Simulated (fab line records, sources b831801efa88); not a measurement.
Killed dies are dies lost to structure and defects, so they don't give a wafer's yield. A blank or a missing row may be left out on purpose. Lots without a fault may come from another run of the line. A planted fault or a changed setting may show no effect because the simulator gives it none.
Which tool did it? | flow sky130 | 7 lots, 21 wafers sampled, at 1 step of a route of 708

WHAT THE GAUGES READ, wafer by wafer
SKY_METAL1_CD_MEAS_15: target cd 140 nm.
lot  | measured     | on        | cd_nm (nm)
L943 | day 33 20:36 | cd_sem-01 | 139.7 138.7 138.8
L944 | day 34 08:25 | cd_sem-02 | 140.8 141.2 140.9
L948 | day 35 12:09 | cd_sem-02 | 141.1 139.2 140.0
L958 | day 38 04:41 | cd_sem-01 | 139.6 138.5 140.4
L960 | day 38 21:19 | cd_sem-02 | 139.0 139.5 139.0
L962 | day 39 07:00 | cd_sem-01 | 141.4 141.4 141.5
L964 | day 39 19:50 | cd_sem-02 | 140.3 140.3 140.2

WHICH TOOL RAN EACH LOT (tool, then ch and the chambers of the sampled wafers, then the start)
The record holds no process step before these readings.

THE ANSWER, worked out from the rows above alone
Rule: what is usual is taken from the lots themselves. Put in order of their means at a reading, lots are off if they are a third of the lots or fewer, leave a main group of 4 or more, and stand apart from it by a gap of 3 or more times the standard deviation of the main group's means; of several such gaps the widest counts. A main group whose means are all the same, to the digits that the tables above print for the reading, isn't used. A lot without any number at a reading at which 4 lots or more have one is off too. The other lots that the step has rows for count as sound.
No lot is off at any reading shown: from this, nothing can be told.

WHAT THE SIMULATOR HAD PUT IN
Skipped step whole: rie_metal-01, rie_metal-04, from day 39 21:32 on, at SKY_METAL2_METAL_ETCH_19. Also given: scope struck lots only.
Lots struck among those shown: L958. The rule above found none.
